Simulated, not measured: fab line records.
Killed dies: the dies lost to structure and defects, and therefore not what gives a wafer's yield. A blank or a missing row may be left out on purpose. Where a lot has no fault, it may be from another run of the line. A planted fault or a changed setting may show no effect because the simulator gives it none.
fab line records :: flow gf180mcu
record
  lots=14
  wafers=42
  lastDay=34
route steps=602 shown NSD@239 SALICIDE@282 CONTACT@302
lots untouched by any fault: they come from a run of this same line in which no faults occurred
startH: hours from the record's first day to the start of the lot's first wafer shown :: waitH: hours from the lot's prior step to this one :: " repeats the value in the row above :: L1.1+2: a single row standing in for several wafers :: - no value, or no start was given :: * or withheld: withheld :: < > ~ a bound
route shown NAME@n: a module of which the file shows steps, and the number in the route of the first :: usual: average and standard deviation across the fault-free wafers :: same: alike in all rows :: chamber/n: place in a boat :: sites: each site's reading :: _std_site: standard deviation across them :: _edge_site: mean of outer sites minus mean of inner sites :: radiusMm: for every site, how far away it sits from the centre of the wafer :: mask NAME#n: copy n :: behind: the last tool/chamber to shape the wafer :: hold: cause of the lot's hold/its duration in hours/its outcome :: device: transistor that didn't switch, given as n, p or np :: end of line: the same wafers' tests at the end of the route :: for a step that has no rows: nothing shown but its recipe :: killed: the dies lost at the first sort to structure and to defects; this is not the yield of the wafer :: map: per-die view of a wafer (x killed, . not killed, _ where there is no die)
set.NAME: the run value of the setting; set.NAME@STEP: its run value at that earlier step :: model.NAME: the simulator's own value behind a step, which no gauge read
one table for each step of the route and one row for each wafer, over a sample of lots
services: when a tool's chamber went out of use (startH, in hours from the record's first day, below 0 if earlier), for how many hours, and the reason
## steps
# step GF_NSD_EXPOSE_04
# recipe
  maskId=Nplus
  targetCdNm=400
  na=0.6
  sourceShape=conventional
  sigmaOuter=0.6
  doseMj=140
lot.wafer: L531.3+4+6
tool: ilineStepper-02
chamber: 0
startH: 290.08
waitH: -
mask: Nplus#0

lot.wafer: L532.2+4+5
tool: ilineStepper-01
chamber: 0
startH: 298.24
waitH: -
mask: Nplus#0

lot.wafer: L533.3+5+6
tool: ilineStepper-01
chamber: 0
startH: 300.91
waitH: -
mask: Nplus#0

lot.wafer: L534.1+4+5
tool: ilineStepper-02
chamber: 0
startH: 315.94
waitH: -
mask: Nplus#0

lot.wafer: L535.1+3+4
tool: ilineStepper-02
chamber: 0
startH: 316.66
waitH: -
mask: Nplus#0

lot.wafer: L536.2+3+5
tool: ilineStepper-01
chamber: 0
startH: 328.81
waitH: -
mask: Nplus#0

lot.wafer: L537.2+4+6
tool: ilineStepper-02
chamber: 0
startH: 339.11
waitH: -
mask: Nplus#0

lot.wafer: L539.2+5+6
tool: ilineStepper-01
chamber: 0
startH: 352.46
waitH: -
mask: Nplus#0

lot.wafer: L538.1+4+6
tool: ilineStepper-02
chamber: 0
startH: 353.21
waitH: -
mask: Nplus#0

lot.wafer: L540.2+3+4
tool: ilineStepper-02
chamber: 0
startH: 360.69
waitH: -
mask: Nplus#0

lot.wafer: L545.1+3+6
tool: ilineStepper-02
chamber: 0
startH: 398.29
waitH: -
mask: Nplus#0

lot.wafer: L546.1+4+6
tool: ilineStepper-02
chamber: 0
startH: 409.04
waitH: -
mask: Nplus#0

lot.wafer: L549.1+2+4
tool: ilineStepper-01
chamber: 0
startH: 429.39
waitH: -
mask: Nplus#0

lot.wafer: L552.1+2+6
tool: ilineStepper-01
chamber: 0
startH: 455.26
waitH: -
mask: Nplus#0
# step GF_NSD_OVL_MEAS_08
# usual
  NSD_OVL=-0.2/1.5
lot.wafer: L531.3
tool: overlay-01
chamber: -
startH: 299.67
waitH: 0.1
hold: -
NSD_OVL[nm]: -0.4

lot.wafer: L531.4
tool: overlay-01
chamber: -
startH: 299.67
waitH: 0.1
hold: -
NSD_OVL[nm]: -1.1

lot.wafer: L531.6
tool: overlay-01
chamber: -
startH: 299.67
waitH: 0.1
hold: -
NSD_OVL[nm]: 0.2

lot.wafer: L532.2
tool: overlay-01
chamber: -
startH: 308.74
waitH: 0.1
hold: -
NSD_OVL[nm]: 1.4

lot.wafer: L532.4
tool: overlay-01
chamber: -
startH: 308.74
waitH: 0.1
hold: -
NSD_OVL[nm]: 2.9

lot.wafer: L532.5
tool: overlay-01
chamber: -
startH: 308.74
waitH: 0.1
hold: -
NSD_OVL[nm]: 1.4

lot.wafer: L533.3
tool: overlay-02
chamber: -
startH: 311.38
waitH: 0.1
hold: -
NSD_OVL[nm]: -2.3

lot.wafer: L533.5
tool: overlay-02
chamber: -
startH: 311.38
waitH: 0.1
hold: -
NSD_OVL[nm]: -1.1

lot.wafer: L533.6
tool: overlay-02
chamber: -
startH: 311.38
waitH: 0.1
hold: -
NSD_OVL[nm]: -0.7

lot.wafer: L534.1
tool: overlay-02
chamber: -
startH: 325.81
waitH: 0.1
hold: -
NSD_OVL[nm]: 1.2

lot.wafer: L534.4
tool: overlay-02
chamber: -
startH: 325.81
waitH: 0.1
hold: -
NSD_OVL[nm]: 0.4

lot.wafer: L534.5
tool: overlay-02
chamber: -
startH: 325.81
waitH: 0.1
hold: -
NSD_OVL[nm]: -0.6

lot.wafer: L535.1
tool: overlay-01
chamber: -
startH: 326.64
waitH: 0.1
hold: -
NSD_OVL[nm]: 1.6

lot.wafer: L535.3
tool: overlay-01
chamber: -
startH: 326.64
waitH: 0.1
hold: -
NSD_OVL[nm]: 1.2

lot.wafer: L535.4
tool: overlay-01
chamber: -
startH: 326.64
waitH: 0.1
hold: -
NSD_OVL[nm]: 1.5

lot.wafer: L536.2
tool: overlay-01
chamber: -
startH: 339.11
waitH: 0.1
hold: -
NSD_OVL[nm]: 1.3

lot.wafer: L536.3
tool: overlay-01
chamber: -
startH: 339.11
waitH: 0.1
hold: -
NSD_OVL[nm]: 1.8

lot.wafer: L536.5
tool: overlay-01
chamber: -
startH: 339.11
waitH: 0.1
hold: -
NSD_OVL[nm]: 2.3

lot.wafer: L537.2
tool: overlay-01
chamber: -
startH: 348.94
waitH: 0.1
hold: -
NSD_OVL[nm]: 1.8

lot.wafer: L537.4
tool: overlay-01
chamber: -
startH: 348.94
waitH: 0.1
hold: -
NSD_OVL[nm]: 3.0

lot.wafer: L537.6
tool: overlay-01
chamber: -
startH: 348.94
waitH: 0.1
hold: -
NSD_OVL[nm]: 1.9

lot.wafer: L539.2
tool: overlay-01
chamber: -
startH: 363.36
waitH: 0.1
hold: -
NSD_OVL[nm]: 2.4

lot.wafer: L539.5
tool: overlay-01
chamber: -
startH: 363.36
waitH: 0.1
hold: -
NSD_OVL[nm]: 3.3

lot.wafer: L539.6
tool: overlay-01
chamber: -
startH: 363.36
waitH: 0.1
hold: -
NSD_OVL[nm]: 2.4

lot.wafer: L538.1
tool: overlay-01
chamber: -
startH: 364.64
waitH: 0.1
hold: -
NSD_OVL[nm]: -0.5

lot.wafer: L538.4
tool: overlay-01
chamber: -
startH: 364.64
waitH: 0.1
hold: -
NSD_OVL[nm]: 0.2

lot.wafer: L538.6
tool: overlay-01
chamber: -
startH: 364.64
waitH: 0.1
hold: -
NSD_OVL[nm]: -1.8

lot.wafer: L540.2
tool: overlay-01
chamber: -
startH: 371.64
waitH: 0.1
hold: -
NSD_OVL[nm]: -0.6

lot.wafer: L540.3
tool: overlay-01
chamber: -
startH: 371.64
waitH: 0.1
hold: -
NSD_OVL[nm]: -1.5

lot.wafer: L540.4
tool: overlay-01
chamber: -
startH: 371.64
waitH: 0.1
hold: -
NSD_OVL[nm]: -2.5

lot.wafer: L545.1
tool: overlay-01
chamber: -
startH: 409.93
waitH: 0.1
hold: awaitDispo/0.2h/release
NSD_OVL[nm]: -79.5

lot.wafer: L545.3
tool: overlay-01
chamber: -
startH: 409.93
waitH: 0.1
hold: awaitDispo/0.2h/release
NSD_OVL[nm]: -79.8

lot.wafer: L545.6
tool: overlay-01
chamber: -
startH: 409.93
waitH: 0.1
hold: awaitDispo/0.2h/release
NSD_OVL[nm]: -79.4

lot.wafer: L545.1
tool: overlay-01
chamber: -
startH: 410.13
waitH: 0.2
hold: -
NSD_OVL[nm]: -78.0

lot.wafer: L545.3
tool: overlay-01
chamber: -
startH: 410.13
waitH: 0.2
hold: -
NSD_OVL[nm]: -78.2

lot.wafer: L545.6
tool: overlay-01
chamber: -
startH: 410.13
waitH: 0.2
hold: -
NSD_OVL[nm]: -78.9

lot.wafer: L546.1
tool: overlay-02
chamber: -
startH: 420.86
waitH: 0.1
hold: awaitDispo/0.2h/release
NSD_OVL[nm]: -79.0

lot.wafer: L546.4
tool: overlay-02
chamber: -
startH: 420.86
waitH: 0.1
hold: awaitDispo/0.2h/release
NSD_OVL[nm]: -78.9

lot.wafer: L546.6
tool: overlay-02
chamber: -
startH: 420.86
waitH: 0.1
hold: awaitDispo/0.2h/release
NSD_OVL[nm]: -78.7

lot.wafer: L546.1
tool: overlay-02
chamber: -
startH: 421.06
waitH: 0.2
hold: -
NSD_OVL[nm]: -77.8

lot.wafer: L546.4
tool: overlay-02
chamber: -
startH: 421.06
waitH: 0.2
hold: -
NSD_OVL[nm]: -77.6

lot.wafer: L546.6
tool: overlay-02
chamber: -
startH: 421.06
waitH: 0.2
hold: -
NSD_OVL[nm]: -78.1

lot.wafer: L549.1
tool: overlay-02
chamber: -
startH: 440.81
waitH: 0.1
hold: -
NSD_OVL[nm]: -0.6

lot.wafer: L549.2
tool: overlay-02
chamber: -
startH: 440.81
waitH: 0.1
hold: -
NSD_OVL[nm]: -1.1

lot.wafer: L549.4
tool: overlay-02
chamber: -
startH: 440.81
waitH: 0.1
hold: -
NSD_OVL[nm]: -0.6

lot.wafer: L552.1
tool: overlay-02
chamber: -
startH: 466.91
waitH: 0.1
hold: -
NSD_OVL[nm]: -0.2

lot.wafer: L552.2
tool: overlay-02
chamber: -
startH: 466.91
waitH: 0.1
hold: -
NSD_OVL[nm]: -1.9

lot.wafer: L552.6
tool: overlay-02
chamber: -
startH: 466.91
waitH: 0.1
hold: -
NSD_OVL[nm]: -0.5
# step GF_SALICIDE_RS_MEAS_04
# recipe
  thkMeasGauge=four-point-probe
  reads=TiN_of_SALICIDE_SPUTTER_03+Co_of_SALICIDE_SPUTTER_02
# usual
  SALICIDE_TIN_RS=16.24/0.27
lot.wafer: L531.3
tool: filmMetro-01
chamber: -
startH: 343.21
waitH: 0.1
SALICIDE_TIN_RS[ohm/sq]: 16.53

lot.wafer: L531.4
tool: filmMetro-01
chamber: -
startH: 343.21
waitH: 0.1
SALICIDE_TIN_RS[ohm/sq]: 16.51

lot.wafer: L531.6
tool: filmMetro-01
chamber: -
startH: 343.21
waitH: 0.1
SALICIDE_TIN_RS[ohm/sq]: 16.23

lot.wafer: L532.2
tool: filmMetro-03
chamber: -
startH: 351.96
waitH: 0.0
SALICIDE_TIN_RS[ohm/sq]: 16.08

lot.wafer: L532.4
tool: filmMetro-03
chamber: -
startH: 351.96
waitH: 0.0
SALICIDE_TIN_RS[ohm/sq]: 15.99

lot.wafer: L532.5
tool: filmMetro-03
chamber: -
startH: 351.96
waitH: 0.0
SALICIDE_TIN_RS[ohm/sq]: 16.05

lot.wafer: L533.3
tool: filmMetro-04
chamber: -
startH: 353.79
waitH: 0.1
SALICIDE_TIN_RS[ohm/sq]: 16.13

lot.wafer: L533.5
tool: filmMetro-04
chamber: -
startH: 353.79
waitH: 0.1
SALICIDE_TIN_RS[ohm/sq]: 16.17

lot.wafer: L533.6
tool: filmMetro-04
chamber: -
startH: 353.79
waitH: 0.1
SALICIDE_TIN_RS[ohm/sq]: 15.60

lot.wafer: L534.1
tool: filmMetro-04
chamber: -
startH: 369.96
waitH: 0.0
SALICIDE_TIN_RS[ohm/sq]: 15.94

lot.wafer: L534.4
tool: filmMetro-04
chamber: -
startH: 369.96
waitH: 0.0
SALICIDE_TIN_RS[ohm/sq]: 15.82

lot.wafer: L534.5
tool: filmMetro-04
chamber: -
startH: 369.96
waitH: 0.0
SALICIDE_TIN_RS[ohm/sq]: 16.30

lot.wafer: L535.1
tool: filmMetro-01
chamber: -
startH: 370.40
waitH: 0.0
SALICIDE_TIN_RS[ohm/sq]: 16.63

lot.wafer: L535.3
tool: filmMetro-01
chamber: -
startH: 370.40
waitH: 0.0
SALICIDE_TIN_RS[ohm/sq]: 16.38

lot.wafer: L535.4
tool: filmMetro-01
chamber: -
startH: 370.40
waitH: 0.0
SALICIDE_TIN_RS[ohm/sq]: 16.46

lot.wafer: L536.2
tool: filmMetro-01
chamber: -
startH: 384.89
waitH: 0.0
SALICIDE_TIN_RS[ohm/sq]: 16.24

lot.wafer: L536.3
tool: filmMetro-01
chamber: -
startH: 384.89
waitH: 0.0
SALICIDE_TIN_RS[ohm/sq]: 16.46

lot.wafer: L536.5
tool: filmMetro-01
chamber: -
startH: 384.89
waitH: 0.0
SALICIDE_TIN_RS[ohm/sq]: 16.02

lot.wafer: L537.2
tool: filmMetro-03
chamber: -
startH: 395.59
waitH: 0.0
SALICIDE_TIN_RS[ohm/sq]: 16.06

lot.wafer: L537.4
tool: filmMetro-03
chamber: -
startH: 395.59
waitH: 0.0
SALICIDE_TIN_RS[ohm/sq]: 16.59

lot.wafer: L537.6
tool: filmMetro-03
chamber: -
startH: 395.59
waitH: 0.0
SALICIDE_TIN_RS[ohm/sq]: 16.12

lot.wafer: L539.2
tool: filmMetro-03
chamber: -
startH: 411.01
waitH: 0.0
SALICIDE_TIN_RS[ohm/sq]: 16.00

lot.wafer: L539.5
tool: filmMetro-03
chamber: -
startH: 411.01
waitH: 0.0
SALICIDE_TIN_RS[ohm/sq]: 16.14

lot.wafer: L539.6
tool: filmMetro-03
chamber: -
startH: 411.01
waitH: 0.0
SALICIDE_TIN_RS[ohm/sq]: 16.08

lot.wafer: L538.1
tool: filmMetro-01
chamber: -
startH: 411.71
waitH: 0.0
SALICIDE_TIN_RS[ohm/sq]: 15.93

lot.wafer: L538.4
tool: filmMetro-01
chamber: -
startH: 411.71
waitH: 0.0
SALICIDE_TIN_RS[ohm/sq]: 16.49

lot.wafer: L538.6
tool: filmMetro-01
chamber: -
startH: 411.71
waitH: 0.0
SALICIDE_TIN_RS[ohm/sq]: 16.13

lot.wafer: L540.2
tool: filmMetro-04
chamber: -
startH: 419.42
waitH: 0.0
SALICIDE_TIN_RS[ohm/sq]: 16.47

lot.wafer: L540.3
tool: filmMetro-04
chamber: -
startH: 419.42
waitH: 0.0
SALICIDE_TIN_RS[ohm/sq]: 16.43

lot.wafer: L540.4
tool: filmMetro-04
chamber: -
startH: 419.42
waitH: 0.0
SALICIDE_TIN_RS[ohm/sq]: 16.37

lot.wafer: L549.1
tool: filmMetro-04
chamber: -
startH: 489.68
waitH: 0.0
SALICIDE_TIN_RS[ohm/sq]: 16.21

lot.wafer: L549.2
tool: filmMetro-04
chamber: -
startH: 489.68
waitH: 0.0
SALICIDE_TIN_RS[ohm/sq]: 16.24

lot.wafer: L549.4
tool: filmMetro-04
chamber: -
startH: 489.68
waitH: 0.0
SALICIDE_TIN_RS[ohm/sq]: 16.04

lot.wafer: L552.1
tool: filmMetro-03
chamber: -
startH: 515.84
waitH: 0.0
SALICIDE_TIN_RS[ohm/sq]: 16.63

lot.wafer: L552.2
tool: filmMetro-03
chamber: -
startH: 515.84
waitH: 0.0
SALICIDE_TIN_RS[ohm/sq]: 16.51

lot.wafer: L552.6
tool: filmMetro-03
chamber: -
startH: 515.84
waitH: 0.0
SALICIDE_TIN_RS[ohm/sq]: 16.63
# step GF_SALICIDE_THK_MEAS_05
# recipe
  thkMeasGauge=xrf
  reads=TiN_of_SALICIDE_SPUTTER_03
# usual
  SALICIDE_TIN_THK=20.30/0.24
lot.wafer: L531.3
tool: filmMetro-01
chamber: -
startH: 343.31
waitH: 0.1
SALICIDE_TIN_THK[nm]: 20.36

lot.wafer: L531.4
tool: filmMetro-01
chamber: -
startH: 343.31
waitH: 0.1
SALICIDE_TIN_THK[nm]: 20.32

lot.wafer: L531.6
tool: filmMetro-01
chamber: -
startH: 343.31
waitH: 0.1
SALICIDE_TIN_THK[nm]: 20.31

lot.wafer: L532.2
tool: filmMetro-03
chamber: -
startH: 352.07
waitH: 0.1
SALICIDE_TIN_THK[nm]: 20.26

lot.wafer: L532.4
tool: filmMetro-03
chamber: -
startH: 352.07
waitH: 0.1
SALICIDE_TIN_THK[nm]: 20.08

lot.wafer: L532.5
tool: filmMetro-03
chamber: -
startH: 352.07
waitH: 0.1
SALICIDE_TIN_THK[nm]: 20.18

lot.wafer: L533.3
tool: filmMetro-04
chamber: -
startH: 353.89
waitH: 0.1
SALICIDE_TIN_THK[nm]: 19.51

lot.wafer: L533.5
tool: filmMetro-04
chamber: -
startH: 353.89
waitH: 0.1
SALICIDE_TIN_THK[nm]: 19.56

lot.wafer: L533.6
tool: filmMetro-04
chamber: -
startH: 353.89
waitH: 0.1
SALICIDE_TIN_THK[nm]: 19.95

lot.wafer: L534.1
tool: filmMetro-04
chamber: -
startH: 370.08
waitH: 0.1
SALICIDE_TIN_THK[nm]: 20.25

lot.wafer: L534.4
tool: filmMetro-04
chamber: -
startH: 370.08
waitH: 0.1
SALICIDE_TIN_THK[nm]: 20.02

lot.wafer: L534.5
tool: filmMetro-04
chamber: -
startH: 370.08
waitH: 0.1
SALICIDE_TIN_THK[nm]: 19.77

lot.wafer: L535.1
tool: filmMetro-01
chamber: -
startH: 370.52
waitH: 0.1
SALICIDE_TIN_THK[nm]: 20.48

lot.wafer: L535.3
tool: filmMetro-01
chamber: -
startH: 370.52
waitH: 0.1
SALICIDE_TIN_THK[nm]: 20.49

lot.wafer: L535.4
tool: filmMetro-01
chamber: -
startH: 370.52
waitH: 0.1
SALICIDE_TIN_THK[nm]: 20.64

lot.wafer: L536.2
tool: filmMetro-01
chamber: -
startH: 385.00
waitH: 0.1
SALICIDE_TIN_THK[nm]: 20.37

lot.wafer: L536.3
tool: filmMetro-01
chamber: -
startH: 385.00
waitH: 0.1
SALICIDE_TIN_THK[nm]: 20.56

lot.wafer: L536.5
tool: filmMetro-01
chamber: -
startH: 385.00
waitH: 0.1
SALICIDE_TIN_THK[nm]: 20.57

lot.wafer: L537.2
tool: filmMetro-03
chamber: -
startH: 395.70
waitH: 0.1
SALICIDE_TIN_THK[nm]: 20.21

lot.wafer: L537.4
tool: filmMetro-03
chamber: -
startH: 395.70
waitH: 0.1
SALICIDE_TIN_THK[nm]: 20.14

lot.wafer: L537.6
tool: filmMetro-03
chamber: -
startH: 395.70
waitH: 0.1
SALICIDE_TIN_THK[nm]: 20.32

lot.wafer: L539.2
tool: filmMetro-03
chamber: -
startH: 411.12
waitH: 0.1
SALICIDE_TIN_THK[nm]: 20.43

lot.wafer: L539.5
tool: filmMetro-03
chamber: -
startH: 411.12
waitH: 0.1
SALICIDE_TIN_THK[nm]: 20.55

lot.wafer: L539.6
tool: filmMetro-03
chamber: -
startH: 411.12
waitH: 0.1
SALICIDE_TIN_THK[nm]: 20.17

lot.wafer: L538.1
tool: filmMetro-01
chamber: -
startH: 411.83
waitH: 0.1
SALICIDE_TIN_THK[nm]: 20.42

lot.wafer: L538.4
tool: filmMetro-01
chamber: -
startH: 411.83
waitH: 0.1
SALICIDE_TIN_THK[nm]: 20.08

lot.wafer: L538.6
tool: filmMetro-01
chamber: -
startH: 411.83
waitH: 0.1
SALICIDE_TIN_THK[nm]: 20.14

lot.wafer: L540.2
tool: filmMetro-04
chamber: -
startH: 419.53
waitH: 0.1
SALICIDE_TIN_THK[nm]: 20.48

lot.wafer: L540.3
tool: filmMetro-04
chamber: -
startH: 419.53
waitH: 0.1
SALICIDE_TIN_THK[nm]: 20.71

lot.wafer: L540.4
tool: filmMetro-04
chamber: -
startH: 419.53
waitH: 0.1
SALICIDE_TIN_THK[nm]: 20.74

lot.wafer: L549.1
tool: filmMetro-04
chamber: -
startH: 489.80
waitH: 0.1
SALICIDE_TIN_THK[nm]: 20.28

lot.wafer: L549.2
tool: filmMetro-04
chamber: -
startH: 489.80
waitH: 0.1
SALICIDE_TIN_THK[nm]: 20.01

lot.wafer: L549.4
tool: filmMetro-04
chamber: -
startH: 489.80
waitH: 0.1
SALICIDE_TIN_THK[nm]: 20.22

lot.wafer: L552.1
tool: filmMetro-03
chamber: -
startH: 515.96
waitH: 0.1
SALICIDE_TIN_THK[nm]: 20.23

lot.wafer: L552.2
tool: filmMetro-03
chamber: -
startH: 515.96
waitH: 0.1
SALICIDE_TIN_THK[nm]: 20.22

lot.wafer: L552.6
tool: filmMetro-03
chamber: -
startH: 515.96
waitH: 0.1
SALICIDE_TIN_THK[nm]: 20.29
# step GF_CONTACT_OVL_MEAS_15
# usual
  CONTACT_OVL=-1/5
lot.wafer: L531.3
tool: overlay-02
chamber: -
startH: 366.27
waitH: 0.1
CONTACT_OVL[nm]: 0

lot.wafer: L531.4
tool: overlay-02
chamber: -
startH: 366.27
waitH: 0.1
CONTACT_OVL[nm]: 1

lot.wafer: L531.6
tool: overlay-02
chamber: -
startH: 366.27
waitH: 0.1
CONTACT_OVL[nm]: -3

lot.wafer: L532.2
tool: overlay-01
chamber: -
startH: 375.02
waitH: 0.1
CONTACT_OVL[nm]: 8

lot.wafer: L532.4
tool: overlay-01
chamber: -
startH: 375.02
waitH: 0.1
CONTACT_OVL[nm]: -2

lot.wafer: L532.5
tool: overlay-01
chamber: -
startH: 375.02
waitH: 0.1
CONTACT_OVL[nm]: 1

lot.wafer: L533.3
tool: overlay-01
chamber: -
startH: 377.82
waitH: 0.1
CONTACT_OVL[nm]: 2

lot.wafer: L533.5
tool: overlay-01
chamber: -
startH: 377.82
waitH: 0.1
CONTACT_OVL[nm]: 2

lot.wafer: L533.6
tool: overlay-01
chamber: -
startH: 377.82
waitH: 0.1
CONTACT_OVL[nm]: 1

lot.wafer: L534.1
tool: overlay-02
chamber: -
startH: 393.57
waitH: 0.1
CONTACT_OVL[nm]: -5

lot.wafer: L534.4
tool: overlay-02
chamber: -
startH: 393.57
waitH: 0.1
CONTACT_OVL[nm]: 0

lot.wafer: L534.5
tool: overlay-02
chamber: -
startH: 393.57
waitH: 0.1
CONTACT_OVL[nm]: -2

lot.wafer: L535.1
tool: overlay-02
chamber: -
startH: 394.91
waitH: 0.1
CONTACT_OVL[nm]: -3

lot.wafer: L535.3
tool: overlay-02
chamber: -
startH: 394.91
waitH: 0.1
CONTACT_OVL[nm]: -4

lot.wafer: L535.4
tool: overlay-02
chamber: -
startH: 394.91
waitH: 0.1
CONTACT_OVL[nm]: 7

lot.wafer: L536.2
tool: overlay-01
chamber: -
startH: 409.67
waitH: 0.1
CONTACT_OVL[nm]: -9

lot.wafer: L536.3
tool: overlay-01
chamber: -
startH: 409.67
waitH: 0.1
CONTACT_OVL[nm]: -12

lot.wafer: L536.5
tool: overlay-01
chamber: -
startH: 409.67
waitH: 0.1
CONTACT_OVL[nm]: -11

lot.wafer: L537.2
tool: overlay-02
chamber: -
startH: 419.96
waitH: 0.1
CONTACT_OVL[nm]: 4

lot.wafer: L537.4
tool: overlay-02
chamber: -
startH: 419.96
waitH: 0.1
CONTACT_OVL[nm]: 3

lot.wafer: L537.6
tool: overlay-02
chamber: -
startH: 419.96
waitH: 0.1
CONTACT_OVL[nm]: 5

lot.wafer: L539.2
tool: overlay-01
chamber: -
startH: 436.32
waitH: 0.1
CONTACT_OVL[nm]: -2

lot.wafer: L539.5
tool: overlay-01
chamber: -
startH: 436.32
waitH: 0.1
CONTACT_OVL[nm]: -8

lot.wafer: L539.6
tool: overlay-01
chamber: -
startH: 436.32
waitH: 0.1
CONTACT_OVL[nm]: 1

lot.wafer: L538.1
tool: overlay-02
chamber: -
startH: 436.96
waitH: 0.1
CONTACT_OVL[nm]: 2

lot.wafer: L538.4
tool: overlay-02
chamber: -
startH: 436.96
waitH: 0.1
CONTACT_OVL[nm]: -12

lot.wafer: L538.6
tool: overlay-02
chamber: -
startH: 436.96
waitH: 0.1
CONTACT_OVL[nm]: -3

lot.wafer: L540.2
tool: overlay-01
chamber: -
startH: 444.93
waitH: 0.1
CONTACT_OVL[nm]: 1

lot.wafer: L540.3
tool: overlay-01
chamber: -
startH: 444.93
waitH: 0.1
CONTACT_OVL[nm]: 1

lot.wafer: L540.4
tool: overlay-01
chamber: -
startH: 444.93
waitH: 0.1
CONTACT_OVL[nm]: -4

lot.wafer: L549.1
tool: overlay-01
chamber: -
startH: 514.51
waitH: 0.1
CONTACT_OVL[nm]: 3

lot.wafer: L549.2
tool: overlay-01
chamber: -
startH: 514.51
waitH: 0.1
CONTACT_OVL[nm]: -6

lot.wafer: L549.4
tool: overlay-01
chamber: -
startH: 514.51
waitH: 0.1
CONTACT_OVL[nm]: -6

lot.wafer: L552.1
tool: overlay-02
chamber: -
startH: 539.62
waitH: 0.1
CONTACT_OVL[nm]: -7

lot.wafer: L552.2
tool: overlay-02
chamber: -
startH: 539.62
waitH: 0.1
CONTACT_OVL[nm]: -4

lot.wafer: L552.6
tool: overlay-02
chamber: -
startH: 539.62
waitH: 0.1
CONTACT_OVL[nm]: -7
## services
tool: ilineStepper-01
chamber: -
startH: 267.38
hours: 2.1
kind: pm

tool: ilineStepper-01
chamber: -
startH: 269.47
hours: -
kind: consumableReplace:lamp

tool: ilineStepper-01
chamber: -
startH: 310.09
hours: 1.7
kind: pm

tool: ilineStepper-01
chamber: -
startH: 314.12
hours: 4.5
kind: repair

tool: ilineStepper-02
chamber: -
startH: 356.55
hours: 1.7
kind: pm
## key
firstSign
  step=GF_NSD_OVL_MEAS_08
  reading=visit
  direction=added
effect
  step=GF_NSD_OVL_MEAS_08
  reading=NSD_OVL
  direction=down
  sigmas=53
  usual=-0.2
  struck=-79.2
metAt GF_NSD_EXPOSE_04
struckLots L545,L546
scrappedBehind GF_NSD_OVL_MEAS_08 L545.1,L545.3,L545.6,L546.1,L546.4,L546.6
notActingAt GF_SALICIDE_RS_MEAS_04,GF_SALICIDE_THK_MEAS_05,GF_CONTACT_OVL_MEAS_15
onsetBetween 360.69 398.29
fault
  kind=scannerMatchingOverlay
  tool=ilineStepper-02
  chamber=-
  onsetH=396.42
  steps=GF_NSD_EXPOSE_04
  offset=-78.594
